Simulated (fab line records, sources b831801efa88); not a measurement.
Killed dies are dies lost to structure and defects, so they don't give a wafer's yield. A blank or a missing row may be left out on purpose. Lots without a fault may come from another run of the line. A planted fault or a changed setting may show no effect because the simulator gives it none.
Tool commonality check | flow sky130 | 13 lots, 39 wafers sampled

WHY IT WAS OPENED
At SKY_GATE_OXIDE_TW_MEAS_14 the reading GATE_OXIDE_TW is flagged on 2 of 13 lots. Wafers without a fault read 225.3, standard deviation 0.97.
Rule: a lot is flagged when every wafer of it that has a number lies more than 4 standard deviations from that mean, or none has a number. The other lots count as sound.

lot  | measured     | on            | GATE_OXIDE_TW, wafer by wafer | flag
L827 | day 15 19:14 | film_metro-02 | 203.1 202.9 204.2             | FLAGGED
L828 | day 16 12:38 | film_metro-04 | 204.7 205.9 205.3             | FLAGGED
L831 | day 17 14:32 | film_metro-04 | 226.5 227.6 227.2             |
L834 | day 18 06:48 | film_metro-01 | 224.3 225.7 224.7             |
L835 | day 18 17:52 | film_metro-02 | 224.9 225.2 226.6             |
L836 | day 19 02:16 | film_metro-01 | 224.2 226.0 223.4             |
L838 | day 19 19:37 | film_metro-02 | 223.9 224.3 223.2             |
L839 | day 20 01:58 | film_metro-04 | 226.1 225.8 224.9             |
L840 | day 20 10:41 | film_metro-01 | 224.1 225.3 224.1             |
L841 | day 20 19:28 | film_metro-01 | 224.4 225.6 224.6             |
L842 | day 21 06:18 | film_metro-02 | 224.8 224.8 224.6             |
L843 | day 21 21:35 | film_metro-02 | 223.9 225.6 225.3             |
L844 | day 22 00:04 | film_metro-02 | 225.2 224.8 223.7             |
The numbers of the flagged lots are 204.3 on average: -21.0 against the usual, or -22 standard deviations.

WHICH TOOL RAN EACH LOT
The record holds 1 process step before the reading, out of a route of 708 steps. In each cell: the tool, then ch and the chambers that the sampled wafers went through, then the start.
lot  | flag    | SKY_GATE_OXIDE_IMPLANT_11
L827 | FLAGGED | implanter-01 ch 0, day 15 18:55
L828 | FLAGGED | implanter-01 ch 0, day 16 12:19
L831 |         | implanter-03 ch 0, day 17 14:13
L834 |         | implanter-02 ch 0, day 18 06:28
L835 |         | implanter-03 ch 0, day 18 17:31
L836 |         | implanter-03 ch 0, day 19 01:55
L838 |         | implanter-02 ch 0, day 19 19:16
L839 |         | implanter-01 ch 0, day 20 01:39
L840 |         | implanter-01 ch 0, day 20 10:19
L841 |         | implanter-01 ch 0, day 20 19:07
L842 |         | implanter-02 ch 0, day 21 05:58
L843 |         | implanter-01 ch 0, day 21 21:14
L844 |         | implanter-03 ch 0, day 21 23:43
What these steps do:
- SKY_GATE_OXIDE_IMPLANT_11
- SKY_GATE_OXIDE_TW_MEAS_14

FLAGGED OVER TOTAL, TOOL BY TOOL (the gauges that took the reading come last)
step                      | tool          | lots run | flagged | share of the flagged lots | sound lots run after its first flagged lot
SKY_GATE_OXIDE_IMPLANT_11 | implanter-01  | 6        | 2       | all                       | 4 (L839,L840,L841,L843)
SKY_GATE_OXIDE_IMPLANT_11 | implanter-02  | 3        | 0       | none                      | -
SKY_GATE_OXIDE_IMPLANT_11 | implanter-03  | 4        | 0       | none                      | -
SKY_GATE_OXIDE_TW_MEAS_14 | film_metro-01 | 4        | 0       | none                      | -
SKY_GATE_OXIDE_TW_MEAS_14 | film_metro-02 | 6        | 1       | some                      | 5 (L835,L838,L842,L843,L844)
SKY_GATE_OXIDE_TW_MEAS_14 | film_metro-04 | 3        | 1       | some                      | 2 (L831,L839)

WHAT THE TABLE ALLOWS
1 row of the table ran every flagged lot: implanter-01 at SKY_GATE_OXIDE_IMPLANT_11.
- implanter-01 at SKY_GATE_OXIDE_IMPLANT_11: 2 of its 6 lots flagged. Sound lots ran on it after the first flagged one (L839, L840, L841, L843), which a lasting fault on the whole tool wouldn't allow. Its own readings lie more than 4 standard deviations out on every wafer of the flagged lots: dose_ions_cm2, faraday_current_uA.
No row of the table ran every flagged lot and no sound lot after the first.

WHAT THE SIMULATOR HAD PUT IN
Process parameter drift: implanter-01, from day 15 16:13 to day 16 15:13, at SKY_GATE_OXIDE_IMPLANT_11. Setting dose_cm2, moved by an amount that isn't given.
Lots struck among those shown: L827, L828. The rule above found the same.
